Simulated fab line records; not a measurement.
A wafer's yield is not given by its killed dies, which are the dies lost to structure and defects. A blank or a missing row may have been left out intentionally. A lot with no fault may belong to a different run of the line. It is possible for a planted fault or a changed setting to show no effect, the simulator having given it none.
Struck lot and sound lot, side by side + flow sky130 + 21 steps out of a route of 708
Sound: the wafers L677.2, L677.4, L677.6. Struck: wafer L686.6 (left out: L686.3, L686.4 of the same lot, which were not struck); the cause appears at the end.
Each step with rows lists, per side, the tool, then ch with its chambers, then its first start. Under that, the readings that differ: sound wafers + struck wafers + difference of the means + sigmas: that difference in standard deviations of wafers without a fault.
alike: same words and numbers on both sides, and readings whose means sit less than 2 such deviations apart. not compared: any withheld reading, any reading some wafer has no value for, any bound like >300 that may hide the same value, and any number with overlapping values for which the record gives no deviation.
A row with sigmas, a row that says differs or no value, or rows on one side alone: a step with any of these is where the two part. Numbers that have no deviation but don't overlap get no sigmas and don't part them. Lack of a reading on every wafer of one side parts them only where that side has two or more wafers.

first, 5 steps without rows for these wafers: SKY_VT_ADJUST_HVTP_COAT_02 (resist thk 1140 nm); SKY_VT_ADJUST_HVTP_SOFTBAKE_03 (time 60 s); SKY_VT_ADJUST_HVTP_EXPOSE_04 (exposes mask HVTPM, target cd 380 nm); SKY_VT_ADJUST_HVTP_PEB_05; SKY_VT_ADJUST_HVTP_DEVELOP_06 (develop time 60 s).
SKY_VT_ADJUST_HVTP_CD_MEAS_07 targets a cd of 380 nm.
  sound: cd-sem-01 at day 6 06:56; struck: cd-sem-02 at day 9 05:28
| reading    | sound             | struck | difference | sigmas |
|------------|-------------------|--------|------------|--------|
| cd-nm (nm) | 373.0 373.1 373.0 | 379.2  | +6.2       | +2     |
SKY_VT_ADJUST_HVTP_OVL_MEAS_08:
  sound: overlay-01 at day 6 07:02; struck: overlay-02 at day 9 05:33
  alike: VT_ADJUST_HVTP_OVL
after that, 1 step had no rows for these wafers: SKY_VT_ADJUST_HVTP_IMPLANT_09.
SKY_VT_ADJUST_HVTP_STRIP_10: strips in O2/N2.
  sound on plasma-asher-02 ch 0,1, day 6 07:13; struck on plasma-asher-01 ch 0, day 9 05:46
  alike: drypump-motor-current-A, n2-flow-sccm, oes-product-au, strip-time-to-endpoint-s
  not compared: rf-hours-counter-h
SKY_VT_ADJUST_HVTP_TW_MEAS_11:
  sound: film-metro-03 at day 6 07:19; struck: film-metro-04 at day 9 05:51
  alike: VT_ADJUST_HVTP_TW
then, 2 steps without rows for these wafers: SKY_VT_ADJUST_LVTN_DEHYDRATE_00 (time 60 s); SKY_VT_ADJUST_LVTN_HMDS_01 (prime time 60 s).
SKY_VT_ADJUST_LVTN_COAT_02: resist thk 3000 nm.
  sound on litho-track-02 ch 0, day 6 16:12; struck on litho-track-01 ch 0, day 9 16:52
| reading                                          | sound          | struck | difference | sigmas |
|--------------------------------------------------|----------------|--------|------------|--------|
| model.coat_of_VT_ADJUST_LVTN_COAT_02.thk-nm (nm) | 2987 2986 3003 | 2892   | -100       |        |
  alike: chill-plate-temp-C
then, 3 steps without rows for these wafers: SKY_VT_ADJUST_LVTN_SOFTBAKE_03; SKY_VT_ADJUST_LVTN_EXPOSE_04 (exposes mask NWM COMPLEMENT LESS NATIVE, target cd 840 nm); SKY_VT_ADJUST_LVTN_PEB_05.
SKY_VT_ADJUST_LVTN_DEVELOP_06: develop time 60 s.
  sound on litho-track-04 ch 0; struck on litho-track-04 ch 0
| reading                                          | sound             | struck | difference | sigmas |
|--------------------------------------------------|-------------------|--------|------------|--------|
| chill-plate-temp-C (C)                           | 22.97 22.92 22.93 | 23.17  | +0.23      | +2     |
| model.coat_of_VT_ADJUST_LVTN_COAT_02.thk-nm (nm) | 2983 2982 2999    | 2887   | -101       |        |
SKY_VT_ADJUST_LVTN_OVL_MEAS_07:
  sound: overlay-01 at day 7 01:43; struck: overlay-02 at day 10 03:46
  alike: VT_ADJUST_LVTN_OVL
after that, 1 step had no rows for these wafers: SKY_VT_ADJUST_LVTN_IMPLANT_08.
SKY_VT_ADJUST_LVTN_STRIP_09: strips in O2/N2.
  sound on plasma-asher-03 ch 0,1, day 7 01:53; struck on plasma-asher-04 ch 0, day 10 03:59
| reading                      | sound             | struck | difference | sigmas |
|------------------------------|-------------------|--------|------------|--------|
| strip-time-to-endpoint-s (s) | 36.74 36.74 36.96 | 35.66  | -1.15      | -12    |
  alike: drypump-motor-current-A, n2-flow-sccm, oes-product-au
  not compared: rf-hours-counter-h
SKY_VT_ADJUST_LVTN_TW_MEAS_10:
  sound: film-metro-03 at day 7 02:00; struck: film-metro-03 at day 10 04:04
| reading           | sound             | struck | difference | sigmas |
|-------------------|-------------------|--------|------------|--------|
| VT_ADJUST_LVTN_TW | 241.1 241.9 242.8 | 244.5  | +2.6       | +2     |

== WHERE THEY PART ==
At SKY_VT_ADJUST_HVTP_CD_MEAS_07 first; at SKY_VT_ADJUST_LVTN_TW_MEAS_10 last (within this record only).

WHY: the cause the simulator had injected
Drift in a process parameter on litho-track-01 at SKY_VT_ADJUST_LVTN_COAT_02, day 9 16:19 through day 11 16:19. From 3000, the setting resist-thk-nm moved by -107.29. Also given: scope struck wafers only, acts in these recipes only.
